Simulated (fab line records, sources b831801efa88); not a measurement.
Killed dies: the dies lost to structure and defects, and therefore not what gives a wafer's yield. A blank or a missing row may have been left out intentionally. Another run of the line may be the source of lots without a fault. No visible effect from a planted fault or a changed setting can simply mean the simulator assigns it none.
What tool caused it? ; flow sky130 ; Sampling: 24 lots, 72 wafers, 2 of 708 route steps

WHAT THE GAUGES SHOWED, per wafer
SKY_LI_CONTACT_BOW_MEAS_03.
lot;measured;on;LI_CONTACT_BOW (um)
L074;day 27 21:31;film_metro-03;59 54 69
L075;day 28 00:09;film_metro-04;61 48 62
L076;day 28 02:56;film_metro-01;51 57 52
L077;day 29 02:20;film_metro-04;59 44 47
L079;day 29 17:11;film_metro-03;55 55 43
L078;day 29 19:35;film_metro-03;60 62 57
L084;day 32 10:11;film_metro-03;53 61 59
L082;day 32 10:11;film_metro-04;52 57 50
L080;day 32 12:10;film_metro-03;58 59 61
L081;day 32 13:23;film_metro-01;58 44 42
L085;day 32 13:50;film_metro-03;55 37 63
L087;day 32 14:46;film_metro-01;60 48 48
L086;day 32 15:02;film_metro-03;51 41 46
L088;day 32 15:13;film_metro-01;53 52 55
L083;day 32 17:26;film_metro-04;62 52 51
L089;day 32 18:17;film_metro-04;50 66 53
L090;day 33 07:34;film_metro-04;59 52 60
L091;day 33 08:26;film_metro-04;55 54 64
L092;day 33 12:39;film_metro-03;59 65 55
L093;day 34 03:17;film_metro-01;53 58 50
L094;day 34 04:31;film_metro-03;55 50 65
L095;day 34 11:02;film_metro-03;58 58 61
L096;day 36 00:12;film_metro-01;63 59 60
L097;day 36 01:06;film_metro-03;61 59 49

SKY_LI_CONTACT_OVL_MEAS_13.
lot;measured;on;LI_CONTACT_OVL (nm)
L074;day 29 02:42;overlay-02;1 7 1
L075;day 29 04:16;overlay-02;-7 -8 -1
L076;day 29 07:37;overlay-02;-6 1 -5
L077;day 30 06:33;overlay-02;-7 -6 -2
L079;day 30 21:26;overlay-02;-8 -4 -5
L078;day 30 22:59;overlay-02;0 3 -4
L084;day 33 13:12;overlay-01;-4 -3 0
L082;day 33 13:13;overlay-02;-10 -8 -5
L080;day 33 14:08;overlay-01;6 8 1
L081;day 33 15:52;overlay-01;-4 -4 -5
L085;day 33 16:35;overlay-02;0 -6 -2
L087;day 33 17:14;overlay-02;-1 -5 -2
L086;day 33 18:10;overlay-02;1 -10 -6
L088;day 33 19:07;overlay-02;5 0 -2
L083;day 33 19:28;overlay-02;-16 -7 -15
L089;day 33 20:28;overlay-02;2 -1 -8
L090;day 34 10:01;overlay-01;-7 -6 -12
L091;day 34 11:04;overlay-02;4 -2 0
L092;day 34 15:17;overlay-01;-12 -5 1
L093;day 35 06:10;overlay-02;-3 -1 -4
L094;day 35 06:49;overlay-02;-1 -6 -5
L095;day 35 13:28;overlay-02;-2 6 1
L096;day 37 02:28;overlay-02;-5 -7 -4
L097;day 37 02:47;overlay-02;-3 -8 -3

WHICH TOOL RAN EACH LOT (tool, then ch and the chambers of the sampled wafers, then the start)
The record holds no process step before these readings.

AS READ BY THE TOOLS THEMSELVES (means over the sampled wafers that have a number; for cases with no such wafer, the mark the record gives instead)
The record holds no such reading with a usual standard deviation.

THE ANSWER, worked out from the rows above alone
Rule: usual is defined by the lots themselves. The widest of any qualifying gaps counts: lots, ordered by their means at a reading, are off when they make up no more than a third of the lots, leave a main group of 4 or more, and stand apart from it by 3 or more times the standard deviation of that group's means. The tables above print the reading to a certain number of digits; a main group whose means all agree to those digits is not used. A lot without any number at a reading at which 4 lots or more have one is off too. All remaining lots with rows at the step are treated as sound. First the gauges in route order, then the tools' own readings, where a lot's mean is used as printed above. At the first step where some lot is off, the reading lying furthest off is the one used; lots without a number count as furthest.
None of the lots is off at any reading shown; this tells nothing.

WHAT HAD BEEN PUT IN BY THE SIMULATOR
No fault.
